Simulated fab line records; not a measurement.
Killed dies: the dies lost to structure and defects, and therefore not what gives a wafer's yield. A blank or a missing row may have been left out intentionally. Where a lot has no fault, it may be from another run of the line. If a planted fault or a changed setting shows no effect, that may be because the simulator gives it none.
Comparing a struck lot with a sound one | flow gf180mcu | 17 steps out of a route of 602
Sound: the wafers L979.1, L979.3, L979.4. Wafers struck: L990.1, L990.3, L990.4. At the end, the cause is stated.
At each step with rows: each side's tool, then ch and its chambers, then its first start. Under that, the readings that differ: sound wafers | struck wafers | difference of the means | sigmas: that difference in standard deviations of wafers without a fault.
alike: readings with means less than 2 such deviations apart, plus words and numbers identical on both sides. not compared: withheld readings, readings lacking a value on some wafer, bounds such as >300 that could conceal the same value, and numbers that have no deviation in the record and whose values overlap.
A row with sigmas, a row that says differs or no value, or rows on one side alone: a step with any of these is where the two part. Numbers that don't overlap but have no deviation are shown without sigmas and don't part them. A reading that every wafer of one side lacks parts them only if that side has two wafers or more.

first, 2 steps without rows for these wafers: GF_HV_LDD_PEB_44; GF_HV_LDD_DEVELOP_45 (develop time 60 s).
GF_HV_LDD_CD_MEAS_46: target cd 400 nm.
  sound on cd_sem-01 at day 13 11:05; struck on cd_sem-02 at day 17 12:42
  alike: cd_nm
GF_HV_LDD_OVL_MEAS_47:
  sound on overlay-02 at day 13 11:12; struck on overlay-02 at day 17 12:49
  alike: HV_LDD_03_OVL
after that, 1 step had no rows for these wafers: GF_HV_LDD_IMPLANT_48.
GF_HV_LDD_STRIP_49: strips in O2/N2.
  sound on plasma_asher-03 ch 0,1, day 13 11:23; struck on plasma_asher-01 ch 0,1, day 17 13:01
  alike: drypump_motor_current_A, heater_power_w, oes_product_au, strip_time_to_endpoint_s
  not compared: rf_hours_counter_h
GF_HV_LDD_TW_MEAS_50:
  sound on film_metro-02 at day 13 11:29; struck on film_metro-01 at day 17 13:07
  alike: HV_LDD_4_TW
then, 1 step without rows for these wafers: GF_HV_LDD_CLEAN_51 (cleans in SC1/SC2, time 150 s).
GF_HV_LDD_RTA_52: time 10 s.
  sound on rtp_anneal-02 ch 0, day 13 11:36; struck on rtp_anneal-01 ch 0, day 17 13:13
  reading            | sound          | struck         | difference | sigmas
  lamp_power_pct (%) | 36.5 36.5 36.4 | 33.6 33.6 33.6 | -2.9       | -2
  alike: wafer_temp_C_max
GF_HV_LDD_RS_MEAS_53: measurement is done with a four-point probe.
  sound on film_metro-02 at day 13 11:40; struck on film_metro-02 at day 17 13:17
  alike: HV_LDD_RS
then, 1 step without rows for these wafers: GF_HV_LDD_CVD_54 (deposits SiO2 from TEOS, target thk 10 nm, time 75 s).
GF_HV_LDD_THK_MEAS_55:
  sound on film_metro-03 at day 13 12:49; struck on film_metro-01 at day 17 14:56
  alike: HV_LDD_CVD_54_THK
GF_HV_LDD_CVD_56: deposits Si3N4 from DCS/NH3, target thk 90 nm, time 1543 s.
  sound on lpcvd-02 ch 1, day 13 12:52; struck on lpcvd-02 ch 0, day 17 15:00
  reading                                  | sound            | struck           | difference | sigmas
  model.Si3N4_of_HV_LDD_CVD_56.thk_nm (nm) | 91.69 91.3 90.88 | 96.61 96.71 97.2 | +5.55      |
  alike: zone_power_upper_pct
GF_HV_LDD_THK_MEAS_57:
  sound on film_metro-01 at day 13 14:17; struck on film_metro-02 at day 17 17:08
  reading                | sound          | struck         | difference | sigmas
  HV_LDD_CVD_56_THK (nm) | 91.7 91.3 90.9 | 96.6 96.7 97.2 | +5.5       | +7
GF_HV_LDD_ETCHBACK_58: etches Si3N4 in CH3F/O2, stops on SiO2, time 100 s, target depth 90 nm.
  sound on rie_diel-01 ch 1,2,3, day 13 14:21; struck on rie_diel-04 ch 0,3, day 17 17:12
  reading                  | sound             | struck            | difference | sigmas
  oes_product_au (a.u.)    | 0.849 0.847 0.855 | 0.879 0.872 0.874 | +0.025     | +4
  model.etch.depth_nm (nm) | 91.69 91.3 90.88  | 96.61 96.71 97.2  | +5.55      |
  alike: drypump_motor_current_A, rf_fwd_power_W, throttle_valve_pct
  not compared: rf_hours_counter_h
then, 1 step without rows for these wafers: GF_NSD_DEHYDRATE_00 (time 60 s).
GF_PASSIVATION_PROBE_99:
  sound wafers here have rows in the record (prober-01, day 30 03:05); struck ones have none

## WHERE THEY PART
At GF_HV_LDD_RTA_52 first; at GF_PASSIVATION_PROBE_99 last (within this record only).

WHY: the cause the simulator had injected
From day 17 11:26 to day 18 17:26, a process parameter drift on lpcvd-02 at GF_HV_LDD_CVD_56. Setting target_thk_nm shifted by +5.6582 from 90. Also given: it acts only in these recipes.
